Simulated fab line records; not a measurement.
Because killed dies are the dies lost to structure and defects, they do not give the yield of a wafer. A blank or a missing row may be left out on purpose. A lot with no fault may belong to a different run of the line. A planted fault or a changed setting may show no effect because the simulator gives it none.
What tool caused it? | flow gf180mcu | 7 lots with 21 wafers sampled at 2 steps, on a route of 602 steps

WHAT THE GAUGES READ, wafer by wafer
GF_HV_LDD_CD_MEAS_07 targets a cd of 400 nm.
lot  | measured     | on        | cd nm (nm)
L168 | day 10 12:57 | cd sem-01 | 397.5 400.2 398.2
L171 | day 11 13:46 | cd sem-01 | 400.2 401.8 399.8
L173 | day 12 06:04 | cd sem-02 | 404.6 404.2 403.1
L177 | day 13 04:20 | cd sem-01 | 398.8 397.4 397.1
L179 | day 13 15:02 | cd sem-02 | 400.3 398.8 396.6
L185 | day 15 11:05 | cd sem-01 | 398.8 398.9 400.9
L189 | day 16 17:59 | cd sem-02 | 401.4 400.3 401.6

TOOL THAT RAN EACH LOT (tool first, then ch and the chambers of the sampled wafers, then the start)
lot  | GF_POLY_GATE_ETCH_13
L168 | rie si-01 ch 0,1,3, day 9 12:35
L171 | rie si-02 ch 0,1,2, day 10 12:41
L173 | rie si-01 ch 0,3, day 11 08:11
L177 | rie si-01 ch 0,3, day 12 06:20
L179 | rie si-01 ch 2,3, day 12 16:59
L185 | rie si-01 ch 2,3, day 14 11:47
L189 | rie si-02 ch 0,1,2, day 15 18:15
- GF_POLY_GATE_ETCH_13: etches poly-Si in HBr/Cl2, stops on SiO2, target depth 198.5 nm, time 69.6 s.

THE ANSWER, worked out from the rows above alone
Rule: the lots themselves supply what counts as usual. Put in order of their means at a reading, lots are off if they are a third of the lots or fewer, leave a main group of 4 or more, and stand apart from it by a gap of 3 or more times the standard deviation of the main group's means; of several such gaps the widest counts. If all means in a main group match to the digits the tables above print for the reading, that group is not used. A lot without any number at a reading at which 4 lots or more have one is off too. The other lots that the step has rows for count as sound.
Nothing can be told from this: no lot is off at any reading shown.

WHAT WAS PUT IN BY THE SIMULATOR
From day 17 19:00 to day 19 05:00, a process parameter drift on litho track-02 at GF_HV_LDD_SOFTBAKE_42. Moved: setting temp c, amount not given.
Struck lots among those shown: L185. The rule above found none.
